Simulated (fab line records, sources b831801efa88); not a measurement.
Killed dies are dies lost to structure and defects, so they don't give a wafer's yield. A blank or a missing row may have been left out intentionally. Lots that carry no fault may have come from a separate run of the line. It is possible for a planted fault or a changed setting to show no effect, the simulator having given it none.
Split-lot trial :: flow sfq_line :: 5 lots, 23 wafers read, on a route of 325 steps

THE SPLIT ITSELF
At SFQ_TRILAYER_I7_DEP_PECVD_183 (deposits SiO2 from SiH4/N2O, time 111.11 s, target thk 500 nm), the setting time_s was moved away from the recipe's 111.11 s on 6 of the 23 wafers read, by -13.5% to +8.5%. This setting was run at the recipe's value on the other wafers.

The split's own step is where the reading is taken.

THE READING
SiO2_of_TRILAYER_I7_DEP_PECVD_183.thk_nm (the simulator's own value, which no gauge read), in nm, at SFQ_TRILAYER_I7_DEP_PECVD_183 (deposits SiO2 from SiH4/N2O, time 111.11 s, target thk 500 nm). No usual value for it is given in the file. Across the 17 wafers here that went through the recipe, the average is 498.4 nm and the standard deviation 6.1 nm.

wafer: L074.1
tool, chamber at the split: pecvd-03, 2
time_s as run, s: 111.11
against the recipe: recipe
SiO2_of_TRILAYER_I7_DEP_PECVD_183.thk_nm, nm: 485.4
against lot-mates on the recipe: -

wafer: L074.2
tool, chamber at the split: pecvd-03, 1
time_s as run, s: 111.11
against the recipe: recipe
SiO2_of_TRILAYER_I7_DEP_PECVD_183.thk_nm, nm: 501.5
against lot-mates on the recipe: -

wafer: L074.3
tool, chamber at the split: pecvd-03, 0
time_s as run, s: 111.11
against the recipe: recipe
SiO2_of_TRILAYER_I7_DEP_PECVD_183.thk_nm, nm: 497.4
against lot-mates on the recipe: -

wafer: L074.5
tool, chamber at the split: pecvd-03, 2
time_s as run, s: 111.11
against the recipe: recipe
SiO2_of_TRILAYER_I7_DEP_PECVD_183.thk_nm, nm: 500.2
against lot-mates on the recipe: -

wafer: L074.6
tool, chamber at the split: pecvd-03, 0
time_s as run, s: 111.11
against the recipe: recipe
SiO2_of_TRILAYER_I7_DEP_PECVD_183.thk_nm, nm: 500.8
against lot-mates on the recipe: -

wafer: L077.2
tool, chamber at the split: pecvd-04, 1
time_s as run, s: 111.11
against the recipe: recipe
SiO2_of_TRILAYER_I7_DEP_PECVD_183.thk_nm, nm: 494.8
against lot-mates on the recipe: -

wafer: L077.3
tool, chamber at the split: pecvd-04, 2
time_s as run, s: 96.08
against the recipe: -13.5%
SiO2_of_TRILAYER_I7_DEP_PECVD_183.thk_nm, nm: 417.7
against lot-mates on the recipe: -80.5

wafer: L077.4
tool, chamber at the split: pecvd-04, 2
time_s as run, s: 96.08
against the recipe: -13.5%
SiO2_of_TRILAYER_I7_DEP_PECVD_183.thk_nm, nm: 433.9
against lot-mates on the recipe: -64.3

wafer: L077.5
tool, chamber at the split: pecvd-04, 0
time_s as run, s: 111.11
against the recipe: recipe
SiO2_of_TRILAYER_I7_DEP_PECVD_183.thk_nm, nm: 501.6
against lot-mates on the recipe: -

wafer: L077.6
tool, chamber at the split: pecvd-04, 1
time_s as run, s: 96.08
against the recipe: -13.5%
SiO2_of_TRILAYER_I7_DEP_PECVD_183.thk_nm, nm: 435.6
against lot-mates on the recipe: -62.6

wafer: L081.1
tool, chamber at the split: pecvd-04, 0
time_s as run, s: 111.11
against the recipe: recipe
SiO2_of_TRILAYER_I7_DEP_PECVD_183.thk_nm, nm: 493.1
against lot-mates on the recipe: -

wafer: L081.2
tool, chamber at the split: pecvd-04, 2
time_s as run, s: 111.11
against the recipe: recipe
SiO2_of_TRILAYER_I7_DEP_PECVD_183.thk_nm, nm: 487.8
against lot-mates on the recipe: -

wafer: L081.3
tool, chamber at the split: pecvd-04, 2
time_s as run, s: 111.11
against the recipe: recipe
SiO2_of_TRILAYER_I7_DEP_PECVD_183.thk_nm, nm: 503.7
against lot-mates on the recipe: -

wafer: L081.4
tool, chamber at the split: pecvd-04, 0
time_s as run, s: 111.11
against the recipe: recipe
SiO2_of_TRILAYER_I7_DEP_PECVD_183.thk_nm, nm: 499.7
against lot-mates on the recipe: -

wafer: L081.5
tool, chamber at the split: pecvd-04, 2
time_s as run, s: 111.11
against the recipe: recipe
SiO2_of_TRILAYER_I7_DEP_PECVD_183.thk_nm, nm: 494.3
against lot-mates on the recipe: -

wafer: L082.2
tool, chamber at the split: pecvd-03, 1
time_s as run, s: 111.11
against the recipe: recipe
SiO2_of_TRILAYER_I7_DEP_PECVD_183.thk_nm, nm: 499
against lot-mates on the recipe: -

wafer: L082.3
tool, chamber at the split: pecvd-03, 0
time_s as run, s: 111.11
against the recipe: recipe
SiO2_of_TRILAYER_I7_DEP_PECVD_183.thk_nm, nm: 497.3
against lot-mates on the recipe: -

wafer: L082.4
tool, chamber at the split: pecvd-03, 1
time_s as run, s: 111.11
against the recipe: recipe
SiO2_of_TRILAYER_I7_DEP_PECVD_183.thk_nm, nm: 507.5
against lot-mates on the recipe: -

wafer: L085.1
tool, chamber at the split: pecvd-03, 0
time_s as run, s: 120.5
against the recipe: +8.5%
SiO2_of_TRILAYER_I7_DEP_PECVD_183.thk_nm, nm: 541.7
against lot-mates on the recipe: +37.0

wafer: L085.2
tool, chamber at the split: pecvd-03, 1
time_s as run, s: 111.11
against the recipe: recipe
SiO2_of_TRILAYER_I7_DEP_PECVD_183.thk_nm, nm: 498.6
against lot-mates on the recipe: -

wafer: L085.3
tool, chamber at the split: pecvd-03, 2
time_s as run, s: 120.5
against the recipe: +8.5%
SiO2_of_TRILAYER_I7_DEP_PECVD_183.thk_nm, nm: 537.9
against lot-mates on the recipe: +33.2

wafer: L085.5
tool, chamber at the split: pecvd-03, 1
time_s as run, s: 111.11
against the recipe: recipe
SiO2_of_TRILAYER_I7_DEP_PECVD_183.thk_nm, nm: 510.8
against lot-mates on the recipe: -

wafer: L085.6
tool, chamber at the split: pecvd-03, 2
time_s as run, s: 120.5
against the recipe: +8.5%
SiO2_of_TRILAYER_I7_DEP_PECVD_183.thk_nm, nm: 546.1
against lot-mates on the recipe: +41.4

FIT RESULTS
A straight line over all 23 wafers: SiO2_of_TRILAYER_I7_DEP_PECVD_183.thk_nm changes by +5.13 nm for each +1% of time_s; r = +0.98; the points scatter about the line by 6.4 nm.
The same after taking each lot's own level away (the mean of its wafers on the recipe; 23 wafers): +4.89 nm for each +1%; r = +0.98; scatter 6.1 nm.
According to that fit, moving time_s by its largest amount changes the reading by 66 nm.
Across the lots, their own levels run from 495.72 to 504.70 nm, a range of 1.5 times the standard deviation given above.
The two slopes are in agreement: the lot-to-lot level therefore moves the slope only a little.
Check: with one of the wafers moved furthest among these (-13.5%) left out of the fit, the line predicts -62.3 nm for it against its lot-mates. Against them it came out at -80.5 nm.

OTHER SPLITS ON THESE WAFERS
These wafers also went through other splits before the reading. Each is held against what the fit with the lots' levels taken away leaves over:
other split on the same wafers: SFQ_TRILAYER_I6_VIA_BARC_OPEN_VIA_ETCH_235 source_w
wafers away from the commonest value: 9
r with SiO2_of_TRILAYER_I7_DEP_PECVD_183.thk_nm (lot level and that fit taken away): +0.13

other split on the same wafers: SFQ_TRILAYER_M7_DEP_SPUTTER_175 time_s
wafers away from the commonest value: 5
r with SiO2_of_TRILAYER_I7_DEP_PECVD_183.thk_nm (lot level and that fit taken away): +0.09

other split on the same wafers: SFQ_TRILAYER_M7_LITHO_PEB_180 peb_time_s
wafers away from the commonest value: 8
r with SiO2_of_TRILAYER_I7_DEP_PECVD_183.thk_nm (lot level and that fit taken away): -0.32

THE WHOLE CHAIN: every reading that the file lists as answering this split, in the file's order
step: SFQ_TRILAYER_I7_DEP_PECVD_183
what it does: deposits SiO2 from SiH4/N2O, time 111.11 s, target thk 500 nm
reading: SiO2_of_TRILAYER_I7_DEP_PECVD_183.thk_nm (the simulator's own value, which no gauge read)
change (the file's fit): +4.91 nm for each +1% of the setting
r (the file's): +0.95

step: SFQ_TRILAYER_I7_CMP_CMP_184
what it does: polishes SiO2
reading: time_to_endpoint_s
change (the file's fit): withheld for each +1% of the setting
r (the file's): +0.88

FILE'S OWN FIT
SiO2_of_TRILAYER_I7_DEP_PECVD_183.thk_nm changes by +4.91 nm for each +1% of time_s, r = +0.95.
